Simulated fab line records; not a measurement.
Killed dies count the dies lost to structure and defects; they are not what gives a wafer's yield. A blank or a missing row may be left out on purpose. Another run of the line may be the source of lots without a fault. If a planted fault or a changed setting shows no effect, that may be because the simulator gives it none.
Which tool is to blame? -- flow gf180mcu -- 6 lots, 18 wafers sampled, at 3 steps of a route of 602

WHAT THE GAUGES READ, wafer by wafer
GF_VT_IMPLANT_RS_MEAS_49: uses a four-point probe to measure.
lot,measured,on,MVPSD_RS (ohm/sq)
L151,day 8 02:17,film metro-03,1162.3 1168.4 1166.2
L156,day 9 11:48,film metro-03,1161.0 1166.3 1162.8
L158,day 10 02:54,film metro-04,1169.9 1163.9 1168.9
L165,day 11 23:47,film metro-03,1166.8 1167.1 1168.9
L168,day 12 20:31,film metro-04,1170.3 1168.9 1172.0
L170,day 13 09:57,film metro-04,1167.5 1169.0 1168.6

TOOL THAT RAN EACH LOT (tool first, then ch and the chambers of the sampled wafers, then the start)
lot,GF_MVPSD_IMPLANT_09,GF_MVPSD_STRIP_10
L151,"implanter-03 ch 0, day 5 11:19","plasma asher-01 ch 0,1, day 5 11:27"
L156,"implanter-01 ch 0, day 6 17:09","plasma asher-02 ch 0,1, day 6 17:18"
L158,"implanter-03 ch 0, day 7 07:02","plasma asher-02 ch 0,1, day 7 07:11"
L165,"implanter-02 ch 0, day 9 00:24","plasma asher-04 ch 0,1, day 9 00:32"
L168,"implanter-02 ch 0, day 9 18:05","plasma asher-01 ch 1, day 9 18:14"
L170,"implanter-03 ch 0, day 10 05:20","plasma asher-04 ch 0,1, day 10 05:29"
- GF_MVPSD_IMPLANT_09
- GF_MVPSD_STRIP_10: strips in O2/N2.

THE ANSWER, worked out from the rows above alone
Rule: usual is defined by the lots themselves. The widest of any qualifying gaps counts: lots, ordered by their means at a reading, are off when they make up no more than a third of the lots, leave a main group of 4 or more, and stand apart from it by 3 or more times the standard deviation of that group's means. A main group whose means are all the same, to the digits that the tables above print for the reading, isn't used. Also off: a lot with no number at a reading for which 4 or more lots have one. The other lots that the step has rows for count as sound.
Nothing can be told from this: no lot is off at any reading shown.

WHAT WAS PUT IN BY THE SIMULATOR
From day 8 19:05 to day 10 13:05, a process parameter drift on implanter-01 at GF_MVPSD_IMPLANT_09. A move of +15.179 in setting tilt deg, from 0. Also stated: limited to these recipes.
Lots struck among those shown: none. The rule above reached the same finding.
